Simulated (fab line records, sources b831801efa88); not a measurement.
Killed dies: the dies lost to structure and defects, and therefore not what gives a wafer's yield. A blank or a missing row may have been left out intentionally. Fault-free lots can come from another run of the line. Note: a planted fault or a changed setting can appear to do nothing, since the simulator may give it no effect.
Problem report, 8D (eight disciplines) form, completed by code -- flow gf180mcu -- the parts of the form that need people (team, actions taken, sign-off) are left out

== 1. PROBLEM STATEMENT ==
Mean CONTACT_W_RS at GF_CONTACT_RS_MEAS_25: 0.301 ohm/sq over 3 wafers in 2 lots; fault-free wafers: 0.382 ohm/sq, standard deviation 0.0044. That puts it -18 standard deviations away from the usual mean.
The step: measures by four-point-probe.
Seen first at day 21 18:38 on filmMetro-01, wafer L885.4. Wafers with a number at this step in the record: 32, from 11 lots. Rule for "out" (also "out of limits"): further than 4 standard deviations from the usual mean. Any other wafer with a number is counted as sound.

== 2. WHAT THIS IS AND IS NOT ==
question,is,is not
which readings at this step,CONTACT_W_RS,-
which lots,"L885, L886","L870, L871, L873, L874, L876, L878, L887, L888, L893"
which wafers of those lots,"L885.4, L885.6, L886.2","L885.5, L886.5"
read on which gauges,filmMetro-01,"filmMetro-02, filmMetro-04"
when,from day 21 18:38,"up to then (19 sound wafers); but 10 sound wafers of L886, L887, L888, L893 came after"

== 3. SUSPECTS, AND WHAT RULES EACH OUT ==
Counting: if a tool at a process step up to the reading ran every lot that is out, it stays a suspect. Sound lots after the first of them don't rule it out here, since some wafers of a struck lot are sound.
- the gauge at GF_CONTACT_RS_MEAS_25 has been ruled out. All the wafers that are out were read on filmMetro-01, but those of them that GF_CONTACT_CVD_24 has rows for are out there too, on other tools.
- pecvd-04 at GF_CONTACT_CVD_02 (deposits SiO2 from TEOS, target thk 860 nm, time 95.992 s): kept. It ran every lot that is out, first L885 (day 20 17:37); its last sound lot up to then is L876 (day 17 04:32).
- cvdW-02 at GF_CONTACT_CVD_24 (deposits W, target thk 300 nm, time 90.339 s): kept. It ran every lot that is out, first L885 (day 21 18:30); its last sound lot up to then is L878 (day 18 23:28). Its own susceptorTempC readings are out on those wafers.
- At GF_CONTACT_CVD_24 on cvdW-02, chamber 1 took the sound wafers of the same lots and chamber 0 took the wafers that are out.
After counting, pecvd-04 at GF_CONTACT_CVD_02 and cvdW-02 at GF_CONTACT_CVD_24 remain.

== 4. THE CAUSE (what the simulator had put in) ==
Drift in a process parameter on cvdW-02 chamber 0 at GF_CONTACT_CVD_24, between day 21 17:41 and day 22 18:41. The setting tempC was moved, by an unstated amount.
Counting left 2 suspects, and this tool is among them.

== 5. SEQUENCE OF EFFECTS, ordered by route ==
One row per reading whose mean, taken over the struck wafers that have a number, lies over 3 standard deviations from the usual. Only readings for which the record gives a usual standard deviation are gone through. hours: the time from each lot's start at the first step in this table that gives one to its start at this step, as a median over the lots. sigmas: the change in usual standard deviations.
hours,step,reading,usual,on struck wafers,change,sigmas
0,GF_CONTACT_CVD_24,susceptorTempC,400.00 C,413.00,+13.00,+65
0,GF_CONTACT_RS_MEAS_25,CONTACT_W_RS,0.382 ohm/sq,0.301,-0.081,-18
3,GF_CONTACT_THK_MEAS_26,CONTACT_W_THK,303 nm,386,+83,+18
5,GF_CONTACT_CMP_27,timeToEndpointS,73 s,89,+16,+4.1
It contains these process steps:
- GF_CONTACT_CVD_24: deposits W, target thk 300 nm, time 90.339 s.
- GF_CONTACT_CMP_27: polishes, stops on SiO2, t overpolish 13.57 s, target thk 0 nm.

== 6. HOW IT WOULD HAVE BEEN CAUGHT EARLIER ==
In this record the first reading out of limits at a measuring or inspecting step was taken at day 21 18:38, 1 hour after the fault began at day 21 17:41.
Tool's own readings at GF_CONTACT_CVD_24, susceptorTempC: out on all struck wafers the step has rows for; an alarm limit on them would have tripped on the first.
Among the 2 lots that are out, L886 began GF_CONTACT_CVD_24 on cvdW-02 after day 21 18:38. It would have been spared by a hold on the tool at that moment.
